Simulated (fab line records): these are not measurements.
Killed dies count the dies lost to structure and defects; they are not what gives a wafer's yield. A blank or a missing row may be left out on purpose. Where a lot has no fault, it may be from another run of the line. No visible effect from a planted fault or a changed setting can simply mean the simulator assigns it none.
fab line records	flow sky130
record: lots: 24	wafers: 72	last_day: 50
route steps=708 shown CONTACT@409 VIA1@460 VIA2@520 METAL3@565 VIA3@589
lots that met no fault: taken from a fault-free run of the same line
start_h: hours from the record's first day to the start of the lot's first wafer shown	wait_h: time in hours since the lot's previous step	" as in the row above	L1.1+2: several wafers, shown together as one row	- value missing, or start not given	* or withheld: withheld	< > ~ a bound
route shown NAME@n: NAME is a module with steps in the file, n the number in the route of the first one	usual: mean/standard deviation of fault-free wafers	same: alike in all rows	chamber/n: place in a boat	sites: the reading at each site	_std_site: how widely they spread, as a standard deviation	_edge_site: the outer-site mean with the inner-site mean subtracted	radius_mm: how far each site lies from the wafer's centre	mask NAME#n: copy n	behind: tool/chamber where the wafer was last shaped	hold: reason for holding the lot/hours on hold/outcome of the hold	device: whichever transistor did not switch (one of n, p or np)	end of line: tests of these same wafers at the route's end	for a step that has no rows: nothing shown but its recipe	killed: the dies lost at the first sort to structure and to defects; this is not the yield of the wafer	map: shows each die of a wafer: x if killed, . if not, _ if none is there
set.NAME: the setting that was run; set.NAME@STEP: the one run at that earlier step	model.NAME: the simulator's own value behind a step, which no gauge read
the route's steps for a sample of lots (tables are steps, rows are wafers)
services: from which hour (start_h, from the record's first day; less than 0 if before it) a tool's chamber was out of use, for how many hours, and why
== steps ==
step: SKY_CONTACT_THK_MEAS_03
recipe: reads: SiO2_of_CONTACT_HDPCVD_02
usual: CONTACT_HDPCVD_THK: 562/5.7
lot.wafer	tool	chamber	start_h	wait_h	CONTACT_HDPCVD_THK[nm]
L074.2	film_metro-01	-	717.00	0.0	558
L074.3	"	-	"	"	550
L074.4	"	-	"	"	558
L075.2	film_metro-01	-	718.39	0.0	569
L075.3	"	-	"	"	571
L075.4	"	-	"	"	572
L076.1	film_metro-03	-	729.88	0.0	558
L076.4	"	-	"	"	560
L076.5	"	-	"	"	561
L077.1	film_metro-04	-	748.75	0.0	562
L077.4	"	-	"	"	558
L077.6	"	-	"	"	566
L079.1	film_metro-04	-	757.20	0.0	569
L079.2	"	-	"	"	563
L079.6	"	-	"	"	564
L078.1	film_metro-01	-	758.19	0.0	568
L078.3	"	-	"	"	567
L078.6	"	-	"	"	564
L080.3	film_metro-01	-	758.47	0.1	556
L080.5	"	-	"	"	553
L080.6	"	-	"	"	554
L081.2	film_metro-04	-	786.85	0.0	558
L081.5	"	-	"	"	561
L081.6	"	-	"	"	563
L083.1	film_metro-04	-	792.60	0.0	567
L083.2	"	-	"	"	557
L083.5	"	-	"	"	560
L082.1	film_metro-01	-	796.32	0.0	558
L082.2	"	-	"	"	562
L082.3	"	-	"	"	557
L084.1	film_metro-03	-	801.37	0.0	557
L084.2	"	-	"	"	557
L084.3	"	-	"	"	566
L085.1	film_metro-03	-	812.58	0.0	565
L085.3	"	-	"	"	569
L085.4	"	-	"	"	565
L086.1	film_metro-04	-	818.78	0.0	563
L086.3	"	-	"	"	572
L086.6	"	-	"	"	562
L088.1	film_metro-04	-	837.11	0.0	559
L088.3	"	-	"	"	559
L088.6	"	-	"	"	557
L087.2	film_metro-04	-	839.03	0.0	558
L087.4	"	-	"	"	556
L087.6	"	-	"	"	558
L089.1	film_metro-03	-	840.06	0.0	562
L089.3	"	-	"	"	565
L089.6	"	-	"	"	556
L090.4	film_metro-01	-	840.23	0.0	562
L090.5	"	-	"	"	561
L090.6	"	-	"	"	557
L091.3	film_metro-01	-	846.92	0.1	558
L091.4	"	-	"	"	564
L091.5	"	-	"	"	564
L092.1	film_metro-03	-	849.43	0.0	568
L092.4	"	-	"	"	565
L092.5	"	-	"	"	568
L093.3	film_metro-03	-	861.85	0.1	560
L093.4	"	-	"	"	558
L093.5	"	-	"	"	561
L094.3	film_metro-01	-	865.53	0.1	568
L094.4	"	-	"	"	572
L094.6	"	-	"	"	567
L095.1	film_metro-04	-	871.41	0.0	561
L095.5	"	-	"	"	568
L095.6	"	-	"	"	567
L096.2	film_metro-01	-	881.50	0.0	556
L096.3	"	-	"	"	564
L096.5	"	-	"	"	556
L097.1	film_metro-01	-	884.75	0.0	564
L097.5	"	-	"	"	556
L097.6	"	-	"	"	565
step: SKY_VIA1_CMP_02
recipe: material: SiO2	down_force_psi: 4	platen_rpm: 60	pad_velocity_m_s: 0.94248
usual: motor_current_A: 12.0/1.1
lot.wafer	tool	chamber	start_h	wait_h	motor_current_A
L074.4	cmp-02	3	774.40	0.0	11.3
L074.2	"	0	"	"	12.7
L074.3	"	2	"	"	10.8
L075.3	cmp-02	1	775.93	0.1	11.0
L075.4	"	2	"	"	10.9
L075.2	"	3	"	"	11.2
L076.1	cmp-01	3	788.18	0.1	11.7
L076.4	"	1	"	"	12.3
L076.5	"	3	"	"	11.6
L077.1	cmp-02	1	805.69	0.1	11.0
L077.4	"	3	"	"	12.2
L077.6	"	0	"	"	12.7
L079.2	cmp-02	3	814.46	0.1	11.9
L079.1	"	0	"	"	12.4
L079.6	"	2	"	"	11.1
L078.1	cmp-02	2	814.66	0.1	10.9
L078.3	"	3	"	"	11.5
L078.6	"	3	"	"	11.4
L080.3	cmp-01	1	815.16	0.1	12.2
L080.5	"	3	"	"	10.9
L080.6	"	0	"	"	12.2
L081.2	cmp-02	2	843.69	0.2	10.6
L081.6	"	3	"	"	12.1
L081.5	"	0	"	"	13.7
L083.1	cmp-02	2	848.32	0.1	11.2
L083.2	"	1	"	"	12.0
L083.5	"	2	"	"	10.9
L082.2	cmp-02	3	852.75	0.0	11.4
L082.1	"	0	"	"	13.0
L082.3	"	2	"	"	10.6
L084.2	cmp-01	3	857.89	0.0	11.7
L084.3	"	1	"	"	12.6
L084.1	"	2	"	"	14.5
L085.3	cmp-02	1	869.47	0.0	11.1
L085.1	"	2	"	"	10.4
L085.4	"	0	"	"	12.6
L086.1	cmp-01	3	875.28	0.1	12.1
L086.3	"	0	"	"	12.3
L086.6	"	2	"	"	13.7
L088.1	cmp-02	0	892.86	0.1	13.4
L088.3	"	1	"	"	10.5
L088.6	"	3	"	"	11.3
L087.2	cmp-01	3	894.03	0.1	11.9
L087.4	"	1	"	"	12.2
L087.6	"	3	"	"	11.8
L090.4	cmp-01	1	896.94	0.1	11.9
L090.5	"	0	"	"	12.6
L090.6	"	1	"	"	12.2
L089.3	cmp-02	0	896.96	0.0	12.0
L089.1	"	3	"	"	11.6
L089.6	"	1	"	"	11.4
L091.4	cmp-02	1	902.21	0.0	10.6
L091.3	"	0	"	"	13.2
L091.5	"	1	"	"	10.6
L092.4	cmp-01	0	905.33	0.0	11.9
L092.1	"	3	"	"	11.0
L092.5	"	0	"	"	11.8
L093.4	cmp-02	1	918.07	0.1	11.1
L093.3	"	2	"	"	10.2
L093.5	"	0	"	"	12.7
L094.4	cmp-01	0	920.61	0.1	11.7
L094.3	"	2	"	"	15.1
L094.6	"	0	"	"	12.2
L095.1	cmp-02	0	926.20	0.1	12.6
L095.6	"	3	"	"	11.3
L095.5	"	0	"	"	12.2
L096.3	cmp-01	3	935.73	0.0	11.2
L096.2	"	1	"	"	12.2
L096.5	"	3	"	"	11.3
L097.1	cmp-01	1	938.74	0.2	12.7
L097.5	"	2	"	"	15.4
L097.6	"	3	"	"	11.2
step: SKY_VIA2_OVL_MEAS_13
usual: VIA2_OVL: 2/5.5
lot.wafer	tool	chamber	start_h	wait_h	VIA2_OVL[nm]
L074.2	overlay-02	-	857.89	0.1	-1
L074.3	"	-	"	"	5
L074.4	"	-	"	"	0
L075.2	overlay-01	-	859.54	0.1	-1
L075.3	"	-	"	"	-4
L075.4	"	-	"	"	-1
L076.1	overlay-02	-	871.74	0.1	-2
L076.4	"	-	"	"	3
L076.5	"	-	"	"	0
L077.1	overlay-02	-	887.56	0.1	-2
L077.4	"	-	"	"	-1
L077.6	"	-	"	"	5
L079.1	overlay-01	-	896.59	0.1	-5
L079.2	"	-	"	"	-3
L079.6	"	-	"	"	-6
L078.1	overlay-02	-	897.24	0.1	2
L078.3	"	-	"	"	-3
L078.6	"	-	"	"	10
L080.3	overlay-01	-	897.75	0.1	2
L080.5	"	-	"	"	-7
L080.6	"	-	"	"	-4
L081.2	overlay-01	-	923.99	0.1	0
L081.5	"	-	"	"	3
L081.6	"	-	"	"	-1
L083.1	overlay-01	-	929.84	0.1	7
L083.2	"	-	"	"	-1
L083.5	"	-	"	"	12
L082.1	overlay-02	-	933.99	0.1	15
L082.2	"	-	"	"	-2
L082.3	"	-	"	"	6
L084.1	overlay-01	-	938.01	0.1	5
L084.2	"	-	"	"	13
L084.3	"	-	"	"	9
L085.1	overlay-01	-	948.49	0.1	-2
L085.3	"	-	"	"	-7
L085.4	"	-	"	"	-9
L086.1	overlay-02	-	954.06	0.1	8
L086.3	"	-	"	"	7
L086.6	"	-	"	"	0
L088.1	overlay-01	-	970.74	0.1	9
L088.3	"	-	"	"	4
L088.6	"	-	"	"	6
L087.2	overlay-01	-	971.70	0.1	-1
L087.4	"	-	"	"	-1
L087.6	"	-	"	"	-3
L090.4	overlay-02	-	973.31	0.1	3
L090.5	"	-	"	"	5
L090.6	"	-	"	"	-1
L089.1	overlay-01	-	974.89	0.1	1
L089.3	"	-	"	"	-3
L089.6	"	-	"	"	4
L091.3	overlay-01	-	979.00	0.1	4
L091.4	"	-	"	"	4
L091.5	"	-	"	"	11
L092.1	overlay-01	-	982.66	0.1	4
L092.4	"	-	"	"	9
L092.5	"	-	"	"	3
L093.3	overlay-02	-	995.30	0.1	4
L093.4	"	-	"	"	10
L093.5	"	-	"	"	-1
L094.3	overlay-01	-	996.45	0.1	-6
L094.4	"	-	"	"	6
L094.6	"	-	"	"	0
L095.1	overlay-01	-	1001.64	0.1	-6
L095.5	"	-	"	"	-4
L095.6	"	-	"	"	5
L096.2	overlay-01	-	1010.84	0.1	3
L096.3	"	-	"	"	10
L096.5	"	-	"	"	-3
L097.1	overlay-02	-	1013.79	0.1	4
L097.5	"	-	"	"	5
L097.6	"	-	"	"	10
step: SKY_METAL3_DESCUM_15
recipe: chemistry: O2	source_power_w: 150	bias_power_w: 0	pressure_mtorr: 10	temp_c: 40	time_s: 8
usual: chamber_pressure_mTorr: 10.000/0.01	drypump_motor_current_A: 5.7/0.5	oes_product_au: 0.999/0.0082
lot.wafer	tool	chamber	start_h	wait_h	chamber_pressure_mTorr	drypump_motor_current_A	oes_product_au	rf_hours_counter_h
L074.2	rie_metal-02	0	913.02	0.0	9.996	5.0	1.001	5
L074.3	"	1	"	"	10.014	5.9	1.002	-
L074.4	"	0	"	"	10.006	5.0	1.004	-
L075.2	rie_metal-01	1	913.59	0.0	10.008	5.0	0.999	2
L075.3	"	1	"	"	9.991	5.0	1.000	-
L075.4	"	0	"	"	9.989	6.0	0.989	-
L076.1	rie_metal-02	0	923.94	0.0	9.995	5.0	1.005	6
L076.4	"	1	"	"	9.988	5.9	0.994	-
L076.5	"	1	"	"	9.992	5.9	0.996	-
L077.1	rie_metal-02	0	939.99	0.0	9.995	5.0	1.006	7
L077.4	"	1	"	"	9.993	5.9	1.005	-
L077.6	"	0	"	"	10.004	5.0	1.008	-
L079.1	rie_metal-04	1	948.87	0.0	9.995	6.4	0.989	1
L079.2	"	0	"	"	9.989	5.8	1.002	12
L079.6	"	0	"	"	10.004	5.7	0.996	-
L078.1	rie_metal-02	0	949.10	0.0	9.996	5.0	1.009	7
L078.3	"	0	"	"	10.017	5.0	1.007	-
L078.6	"	1	"	"	10.010	5.9	1.007	-
L080.3	rie_metal-02	1	950.06	0.0	9.997	5.9	1.000	-
L080.5	"	0	"	"	9.993	5.0	1.003	-
L080.6	"	1	"	"	10.007	5.9	0.997	-
L081.2	rie_metal-04	0	975.55	0.0	9.994	5.7	0.999	14
L081.5	"	1	"	"	9.986	6.4	0.995	-
L081.6	"	0	"	"	9.993	5.7	0.995	-
L083.1	rie_metal-02	0	981.44	0.0	9.995	5.0	1.002	9
L083.2	"	1	"	"	10.003	5.9	1.000	6
L083.5	"	0	"	"	10.013	5.0	0.992	-
L082.1	rie_metal-04	0	984.77	0.0	9.998	5.7	1.015	15
L082.2	"	0	"	"	10.002	5.7	0.996	-
L082.3	"	0	"	"	10.013	5.7	0.999	-
L084.1	rie_metal-01	1	987.49	0.0	9.987	5.0	1.005	6
L084.2	"	0	"	"	10.016	6.0	0.983	8
L084.3	"	1	"	"	9.987	5.0	0.999	-
L085.1	rie_metal-04	0	998.02	0.0	10.011	5.8	1.000	16
L085.3	"	0	"	"	10.020	5.7	0.990	-
L085.4	"	0	"	"	9.992	5.8	1.006	-
L086.1	rie_metal-02	0	1004.57	0.0	9.992	5.0	1.000	10
L086.3	"	1	"	"	10.007	6.0	0.989	-
L086.6	"	0	"	"	9.981	5.0	1.003	-
L088.1	rie_metal-04	0	1020.14	0.0	10.002	5.8	0.997	18
L088.3	"	1	"	"	9.991	6.4	0.992	-
L088.6	"	0	"	"	10.013	5.8	0.996	-
L087.2	rie_metal-01	1	1021.77	0.0	10.009	5.0	1.015	8
L087.4	"	1	"	"	9.989	5.0	1.007	-
L087.6	"	0	"	"	9.978	6.0	1.001	-
L090.4	rie_metal-01	0	1022.60	0.0	9.988	6.0	0.993	-
L090.5	"	0	"	"	9.994	6.0	0.998	-
L090.6	"	1	"	"	10.014	5.1	1.004	-
L089.1	rie_metal-01	1	1023.47	0.0	9.996	5.0	1.004	8
L089.3	"	0	"	"	10.009	6.0	0.987	-
L089.6	"	1	"	"	10.004	5.0	1.005	-
L091.3	rie_metal-04	0	1028.28	0.0	10.002	5.8	1.006	-
L091.4	"	1	"	"	9.997	6.4	0.991	-
L091.5	"	0	"	"	9.994	5.7	0.994	-
L092.1	rie_metal-04	1	1031.75	0.0	9.995	6.5	0.999	5
L092.4	"	0	"	"	10.000	5.7	1.013	-
L092.5	"	0	"	"	10.006	5.8	1.005	-
L093.3	rie_metal-04	1	1042.55	0.0	9.993	6.5	0.994	-
L093.4	"	0	"	"	10.001	5.8	1.000	-
L093.5	"	1	"	"	9.996	6.4	0.992	-
L094.3	rie_metal-01	0	1044.76	0.0	10.002	6.0	0.995	-
L094.4	"	1	"	"	9.997	5.0	1.011	-
L094.6	"	0	"	"	9.990	6.0	0.998	-
L095.1	rie_metal-04	0	1050.29	0.0	10.012	5.8	0.994	20
L095.5	"	0	"	"	10.022	5.7	0.995	-
L095.6	"	1	"	"	9.993	6.4	0.985	-
L096.2	rie_metal-01	0	1057.52	0.0	9.992	6.0	0.982	12
L096.3	"	1	"	"	10.014	5.0	1.003	-
L096.5	"	0	"	"	10.004	6.0	0.987	-
L097.1	rie_metal-04	0	1060.34	0.0	10.008	5.7	1.005	21
L097.5	"	0	"	"	9.999	5.7	0.985	-
L097.6	"	1	"	"	9.989	6.5	0.996	-
step: SKY_METAL3_STRIP_19
recipe: chemistry: O2/N2	power_w: 1400	pressure_mtorr: 1500	platen_temp_c: withheld	o2_flow_sccm: 3000	n2_flow_sccm: 300	overash_fraction: 0.5
usual: chamber_pressure_mTorr: 1500.1/1.4	drypump_motor_current_A: 5.8/0.36	o2_flow_sccm: 3000/10	oes_product_au: 0.502/0.006	strip_time_to_endpoint_s: 6.52/0.081
lot.wafer	tool	chamber	start_h	wait_h	chamber_pressure_mTorr	drypump_motor_current_A	o2_flow_sccm	oes_product_au	rf_hours_counter_h	strip_time_to_endpoint_s
L074.2	plasma_asher-04	1	913.35	0.1	1498.5	5.7	2999	0.497	15	6.52
L074.3	"	0	"	"	1501.6	5.6	3005	0.494	-	6.54
L074.4	"	1	"	"	1501.7	5.7	3007	0.500	-	6.52
L075.2	plasma_asher-04	0	913.92	0.1	1499.8	5.5	3012	0.518	15	6.66
L075.3	"	0	"	"	1499.6	5.6	3015	0.507	-	6.59
L075.4	"	1	"	"	1500.2	5.7	2995	0.500	-	6.61
L076.1	plasma_asher-03	1	924.27	0.1	1501.1	5.4	3000	0.491	51	6.44
L076.4	"	0	"	"	1497.0	5.4	3007	0.509	-	6.48
L076.5	"	0	"	"	1497.0	5.4	2998	0.502	-	6.49
L077.1	plasma_asher-03	0	940.32	0.1	1501.3	5.4	3015	0.497	53	6.55
L077.4	"	1	"	"	1500.7	5.4	2981	0.494	-	6.59
L077.6	"	1	"	"	1500.2	5.4	2996	0.507	-	6.59
L079.1	plasma_asher-03	1	949.20	0.1	1497.8	5.4	3022	0.507	54	6.66
L079.2	"	0	"	"	1499.4	5.4	3003	0.500	54	6.49
L079.6	"	1	"	"	1496.8	5.4	3023	0.501	-	6.47
L078.1	plasma_asher-04	0	949.42	0.1	1499.4	5.6	2994	0.506	18	6.59
L078.3	"	0	"	"	1501.1	5.6	3001	0.500	-	6.43
L078.6	"	0	"	"	1498.7	5.6	3004	0.492	-	6.37
L080.3	plasma_asher-02	1	950.41	0.1	1500.6	5.9	2996	0.499	-	6.64
L080.5	"	1	"	"	1501.1	5.9	2984	0.507	-	6.51
L080.6	"	0	"	"	1498.8	6.4	3000	0.510	-	6.64
L081.2	plasma_asher-04	1	975.87	0.1	1497.8	5.7	3002	0.503	21	6.55
L081.5	"	1	"	"	1500.0	5.7	2993	0.508	-	6.59
L081.6	"	0	"	"	1500.7	5.6	2984	0.501	-	6.42
L083.1	plasma_asher-03	0	981.77	0.1	1500.3	5.4	3003	0.502	57	6.57
L083.2	"	1	"	"	1498.2	5.4	3005	0.502	57	6.56
L083.5	"	0	"	"	1501.1	5.4	2994	0.508	-	6.55
L082.1	plasma_asher-02	1	985.23	0.1	1498.4	5.9	3018	0.502	111	6.42
L082.2	"	0	"	"	1500.8	6.4	3017	0.495	111	6.40
L082.3	"	0	"	"	1498.0	6.4	3011	0.505	-	6.45
L084.1	plasma_asher-02	1	988.00	0.3	1500.5	5.9	2991	0.496	111	6.50
L084.2	"	0	"	"	1498.6	6.4	3009	0.500	111	6.53
L084.3	"	0	"	"	1501.4	6.4	3003	0.497	-	6.51
L085.1	plasma_asher-03	1	998.48	0.1	1500.4	5.4	3007	0.500	58	6.51
L085.3	"	1	"	"	1501.6	5.4	3000	0.495	-	6.47
L085.4	"	0	"	"	1502.5	5.4	2995	0.505	-	6.65
L086.1	plasma_asher-02	1	1004.90	0.1	1502.5	5.9	2996	0.500	113	6.35
L086.3	"	0	"	"	1499.2	6.4	3000	0.500	-	6.43
L086.6	"	0	"	"	1499.5	6.4	2992	0.521	-	6.57
L088.1	plasma_asher-02	1	1020.47	0.1	1500.3	5.9	2979	0.504	114	6.41
L088.3	"	1	"	"	1502.5	5.9	3003	0.500	-	6.44
L088.6	"	0	"	"	1498.0	6.4	3007	0.498	-	6.51
L087.2	plasma_asher-02	1	1022.10	0.1	1502.8	5.9	3004	0.507	114	6.54
L087.4	"	1	"	"	1500.5	5.9	2985	0.511	-	6.51
L087.6	"	0	"	"	1500.6	6.4	2993	0.515	-	6.55
L090.4	plasma_asher-03	0	1022.95	0.1	1502.1	5.4	2986	0.505	-	6.62
L090.5	"	0	"	"	1498.8	5.4	2991	0.497	-	6.55
L090.6	"	1	"	"	1499.8	5.5	3015	0.515	-	6.63
L089.1	plasma_asher-02	1	1023.80	0.1	1499.0	5.9	2997	0.501	114	6.43
L089.3	"	1	"	"	1499.1	5.9	3001	0.503	-	6.40
L089.6	"	1	"	"	1500.7	5.9	2994	0.502	-	6.49
L091.3	plasma_asher-02	1	1028.63	0.1	1501.4	5.9	2989	0.490	-	6.42
L091.4	"	0	"	"	1497.9	6.4	3012	0.505	-	6.52
L091.5	"	1	"	"	1498.4	5.9	2971	0.501	-	6.52
L092.1	plasma_asher-04	1	1032.07	0.1	1500.3	5.7	3008	0.511	26	6.66
L092.4	"	0	"	"	1499.6	5.5	3009	0.498	-	6.48
L092.5	"	1	"	"	1500.3	5.7	3006	0.505	-	6.42
L093.3	plasma_asher-02	1	1042.90	0.1	1502.0	5.9	3010	0.500	-	6.62
L093.4	"	0	"	"	1501.9	6.4	3000	0.497	-	6.52
L093.5	"	0	"	"	1498.7	6.4	2993	0.499	-	6.51
L094.3	plasma_asher-03	1	1045.11	0.1	1499.0	5.4	3006	0.497	-	6.58
L094.4	"	0	"	"	1499.1	5.4	3009	0.508	-	6.54
L094.6	"	0	"	"	1501.7	5.4	2987	0.506	-	6.51
L095.1	plasma_asher-04	0	1050.62	0.1	1501.7	5.6	3001	0.509	28	6.57
L095.5	"	0	"	"	1499.6	5.5	2990	0.501	-	6.53
L095.6	"	1	"	"	1499.7	5.8	3019	0.502	-	6.46
L096.2	plasma_asher-04	0	1057.85	0.1	1500.9	5.5	3015	0.502	29	6.39
L096.3	"	0	"	"	1500.3	5.5	3014	0.498	-	6.41
L096.5	"	0	"	"	1497.0	5.6	2996	0.483	-	6.47
L097.1	plasma_asher-04	1	1060.67	0.1	1502.4	5.8	3001	0.494	29	6.38
L097.5	"	1	"	"	1500.9	5.8	2988	0.499	-	6.60
L097.6	"	0	"	"	1499.9	5.5	2992	0.499	-	6.37
step: SKY_VIA3_STRIP_16
recipe: chemistry: O2/N2	power_w: 1400	pressure_mtorr: 1500	platen_temp_c: withheld	o2_flow_sccm: 3000	n2_flow_sccm: 300	overash_fraction: 0.5
usual: chamber_pressure_mTorr: 1500.2/1.3	drypump_motor_current_A: 5.8/0.41	o2_flow_sccm: 3000/8.7	oes_product_au: 0.402/0.0044	strip_time_to_endpoint_s: 4.132/0.022
lot.wafer	tool	chamber	start_h	wait_h	chamber_pressure_mTorr	drypump_motor_current_A	o2_flow_sccm	oes_product_au	rf_hours_counter_h	strip_time_to_endpoint_s
L074.2	plasma_asher-04	1	939.63	0.0	1500.1	5.7	2999	0.406	17	4.128
L074.3	"	0	"	"	1500.8	5.6	2983	0.400	-	4.111
L074.4	"	1	"	"	1500.8	5.6	3024	0.403	-	4.139
L075.2	plasma_asher-02	0	941.13	0.0	1499.3	6.4	3003	0.396	107	4.120
L075.3	"	1	"	"	1500.9	5.9	3010	0.400	-	4.159
L075.4	"	0	"	"	1501.4	6.4	2997	0.404	-	4.133
L076.1	plasma_asher-01	1	950.78	0.0	1499.7	5.9	2992	0.395	80	4.143
L076.4	"	0	"	"	1498.6	5.0	2987	0.399	-	4.144
L076.5	"	1	"	"	1500.1	5.9	3004	0.397	-	4.115
L077.1	plasma_asher-01	1	965.78	0.0	1500.2	5.9	3007	0.399	81	4.117
L077.4	"	1	"	"	1501.2	5.9	2984	0.396	-	4.110
L077.6	"	0	"	"	1499.2	5.1	3010	0.405	-	4.101
L079.1	plasma_asher-04	1	975.15	0.0	1500.1	5.7	2993	0.397	21	4.095
L079.2	"	0	"	"	1499.1	5.6	2988	0.397	21	4.121
L079.6	"	1	"	"	1500.0	5.7	3007	0.407	-	4.110
L078.1	plasma_asher-01	1	975.38	0.0	1497.5	5.9	3008	0.405	82	4.127
L078.3	"	0	"	"	1501.1	5.1	3012	0.409	-	4.183
L078.6	"	1	"	"	1499.4	5.9	3001	0.403	-	4.114
L080.3	plasma_asher-01	1	976.03	0.1	1501.2	5.9	3015	0.400	-	4.114
L080.5	"	1	"	"	1501.2	6.0	3007	0.405	-	4.135
L080.6	"	0	"	"	1499.7	5.1	2991	0.397	-	4.105
L081.2	plasma_asher-01	0	1000.90	0.0	1502.5	5.0	2988	0.403	85	4.101
L081.5	"	0	"	"	1500.7	5.0	2994	0.401	-	4.127
L081.6	"	1	"	"	1499.5	5.9	3000	0.410	-	4.111
L083.1	plasma_asher-02	0	1006.95	0.0	1499.8	6.4	2989	0.401	113	4.143
L083.2	"	1	"	"	1501.5	5.9	3007	0.404	113	4.126
L083.5	"	0	"	"	1500.3	6.4	3002	0.397	-	4.122
L082.1	plasma_asher-04	0	1009.65	0.0	1499.0	5.6	2994	0.401	24	4.123
L082.2	"	1	"	"	1500.6	5.7	3011	0.401	24	4.160
L082.3	"	1	"	"	1499.6	5.7	3017	0.398	-	4.171
L084.1	plasma_asher-02	0	1013.58	0.0	1500.9	6.5	2996	0.395	114	4.129
L084.2	"	1	"	"	1498.5	5.9	3016	0.405	114	4.115
L084.3	"	1	"	"	1500.2	5.9	2997	0.403	-	4.116
L085.1	plasma_asher-02	0	1023.05	0.0	1497.9	6.4	2999	0.407	114	4.123
L085.3	"	0	"	"	1503.3	6.5	2997	0.400	-	4.108
L085.4	"	1	"	"	1499.6	5.9	2993	0.403	-	4.122
L086.1	plasma_asher-04	1	1028.75	0.0	1498.4	5.7	2992	0.406	26	4.126
L086.3	"	1	"	"	1500.5	5.7	2992	0.404	-	4.134
L086.6	"	1	"	"	1500.1	5.7	2996	0.407	-	4.103
L088.1	plasma_asher-01	0	1044.90	0.0	1501.3	5.1	3018	0.403	89	4.133
L088.3	"	0	"	"	1499.9	5.1	3012	0.403	-	4.141
L088.6	"	0	"	"	1500.1	5.1	3006	0.403	-	4.114
L087.2	plasma_asher-01	0	1046.15	0.0	1498.8	5.1	3016	0.401	89	4.126
L087.4	"	1	"	"	1499.3	6.0	3004	0.400	-	4.123
L087.6	"	0	"	"	1500.1	5.1	3007	0.406	-	4.157
L090.4	plasma_asher-02	0	1047.21	0.1	1500.6	6.4	3007	0.399	-	4.127
L090.5	"	1	"	"	1498.7	5.9	3003	0.412	-	4.151
L090.6	"	0	"	"	1499.5	6.4	3003	0.401	-	4.154
L089.1	plasma_asher-02	0	1048.10	0.0	1499.9	6.4	3001	0.392	117	4.107
L089.3	"	1	"	"	1501.7	5.9	3006	0.406	-	4.138
L089.6	"	1	"	"	1502.2	5.9	2994	0.403	-	4.174
L091.3	plasma_asher-02	0	1052.46	0.1	1502.0	6.4	3000	0.398	-	4.146
L091.4	"	1	"	"	1500.5	5.9	3000	0.400	-	4.144
L091.5	"	1	"	"	1500.7	5.9	3005	0.404	-	4.121
L092.1	plasma_asher-04	0	1055.90	0.0	1501.5	5.5	3009	0.395	29	4.139
L092.4	"	0	"	"	1503.3	5.5	3017	0.399	-	4.156
L092.5	"	0	"	"	1499.7	5.6	3005	0.408	-	4.169
L093.3	plasma_asher-02	1	1066.03	0.1	1499.1	5.9	2989	0.402	-	4.135
L093.4	"	0	"	"	1500.2	6.4	3008	0.408	-	4.146
L093.5	"	0	"	"	1498.2	6.4	2994	0.398	-	4.108
L094.3	plasma_asher-04	0	1068.58	0.1	1501.1	5.5	3002	0.413	-	4.176
L094.4	"	1	"	"	1500.3	5.7	2996	0.407	-	4.124
L094.6	"	1	"	"	1500.4	5.8	2997	0.392	-	4.205
L095.1	plasma_asher-04	0	1073.33	0.0	1500.5	5.6	2997	0.403	31	4.121
L095.5	"	0	"	"	1501.4	5.6	2988	0.411	-	4.115
L095.6	"	1	"	"	1501.4	5.8	2994	0.403	-	4.113
L096.2	plasma_asher-04	0	1080.18	0.0	1500.7	5.6	2999	0.403	31	4.140
L096.3	"	0	"	"	1499.4	5.6	2996	0.396	-	4.141
L096.5	"	1	"	"	1501.5	5.8	3013	0.405	-	4.141
L097.1	plasma_asher-02	0	1083.50	0.0	1498.1	6.4	2992	0.408	2	4.098
L097.5	"	1	"	"	1500.9	5.9	2993	0.404	-	4.127
L097.6	"	0	"	"	1496.6	6.4	2991	0.402	-	4.139
== services ==
tool	chamber	start_h	hours	kind
cmp-01	-	768.93	18.4	pm
plasma_asher-04	-	777.00	2.8	pm
rie_metal-04	0	793.06	2.5	repair
cmp-01	-	802.19	6.9	pm
plasma_asher-04	-	819.08	15.6	pm
cmp-01	-	822.10	3.9	pm
rie_metal-04	-	850.53	2.8	pm
plasma_asher-02	-	881.36	1.2	repair
cmp-02	-	893.84	1.1	repair
rie_metal-04	0	895.52	1.1	repair
plasma_asher-04	-	899.67	3.3	repair
plasma_asher-02	-	908.21	11.7	repair
cmp-02	-	912.49	4.0	pm
cmp-01	-	928.37	1.1	repair
plasma_asher-04	-	952.09	2.5	repair
cmp-01	-	973.00	2.0	repair
plasma_asher-02	-	1002.20	0.7	repair
plasma_asher-04	-	1005.48	1.5	repair
cmp-02	-	1011.56	2.8	repair
plasma_asher-02	-	1030.95	2.8	pm
cmp-02	-	1031.68	0.3	repair
plasma_asher-02	-	1055.25	9.0	pm
plasma_asher-02	-	1061.66	1.6	repair
cmp-02	-	1076.67	3.8	pm
== key ==
fault none
